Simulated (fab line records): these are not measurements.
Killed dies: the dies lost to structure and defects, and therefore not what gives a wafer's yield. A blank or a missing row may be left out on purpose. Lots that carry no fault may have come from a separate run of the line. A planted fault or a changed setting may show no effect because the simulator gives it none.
Chamber matching	flow sky130	cmp-02 running SKY_FIELD_ISO_CMP_27: 4 sister chambers
The step polishes, stops on Si3N4, t overpolish 16 s, target thk 457.8 nm. 22 wafers are shown with their chamber, then 11 later ones without.

WAFERS WITH THEIR CHAMBER
wafer	chamber	motorCurrentA (A)	timeToEndpointS (s)	overpolishRunS (s)
L692.1	2	11.5	117	15.995
L692.2	0	12.4	112	16.013
L692.6	1	10.9	115	15.996
L695.3	2	12.2	117	15.998
L695.5	3	11.5	117	15.994
L695.6	2	11.9	117	16.003
L694.1	2	11.9	115	15.997
L694.5	3	10.8	118	15.996
L694.6	2	11.2	114	15.989
L697.2	0	11.7	116	15.996
L697.4	3	11.5	118	16.000
L697.6	3	11.2	120	16.008
L698.4	1	11.5	118	16.001
L698.5	1	11.7	119	16.001
L698.6	2	12.1	114	16.000
L700.1	0	12.4	110	15.997
L700.4	2	11.7	112	16.001
L700.6	0	12.3	113	15.996
L702.3	1	12.1	115	15.980
L702.5	3	11.2	112	15.995
L702.6	0	11.6	114	15.982
L703.2	1	12.5	116	16.003

SIGNATURES, as means of the wafers listed above
reading	chamber 0	chamber 1	chamber 2	chamber 3	scatter within a chamber
motorCurrentA	12.080	11.740	11.786	11.240	0.419
timeToEndpointS	113.00	116.60	115.14	117.00	2.26
overpolishRunS	15.99680	15.99620	15.99757	15.99860	0.0078
Rule: distance of a wafer from a chamber = root of the sum over the readings of ((wafer's reading minus chamber's mean) / reading's scatter) squared. If the next closest chamber is less than 2 further off than the closest, the wafer can't be placed; otherwise it belongs to the closest. The scatter: the root of (the sum of the squares of (reading less its chamber's mean) over the shown wafers, divided by (wafers less chambers)).

WAFERS WITH NO CHAMBER GIVEN
wafer	motorCurrentA (A)	timeToEndpointS (s)	overpolishRunS (s)
L703.3	11.8	114	15.989
L703.6	11.7	116	15.987
L709.1	10.9	108	15.990
L709.2	12.0	108	15.987
L709.6	11.9	115	15.999
L711.1	10.9	108	16.004
L711.3	11.8	107	16.006
L711.6	11.7	105	16.002
L712.1	11.9	112	15.988
L712.5	11.9	110	16.002
L712.6	12.0	113	15.995

WHICH CHAMBER EACH WENT THROUGH
wafer	from the rows above	in truth
L703.3	can't be placed: 2 or 0 or 1 or 3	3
L703.6	can't be placed: 1 or 2 or 3 or 0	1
L709.1	can't be placed: 0 or 2 or 3 or 1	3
L709.2	can't be placed: 0 or 2 or 1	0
L709.6	can't be placed: 2 or 1 or 0 or 3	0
L711.1	can't be placed: 0 or 2 or 3 or 1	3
L711.3	can't be placed: 0 or 2 or 1 or 3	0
L711.6	can't be placed: 0 or 2 or 1 or 3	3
L712.1	can't be placed: 0 or 2 or 1 or 3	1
L712.5	can't be placed: 0 or 2 or 1 or 3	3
L712.6	can't be placed: 0 or 2 or 1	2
Placed correctly: 0 of 11. Cannot be placed on the basis of these rows: 11; the candidates contain the true chamber in 11. Wrongly placed: 0.
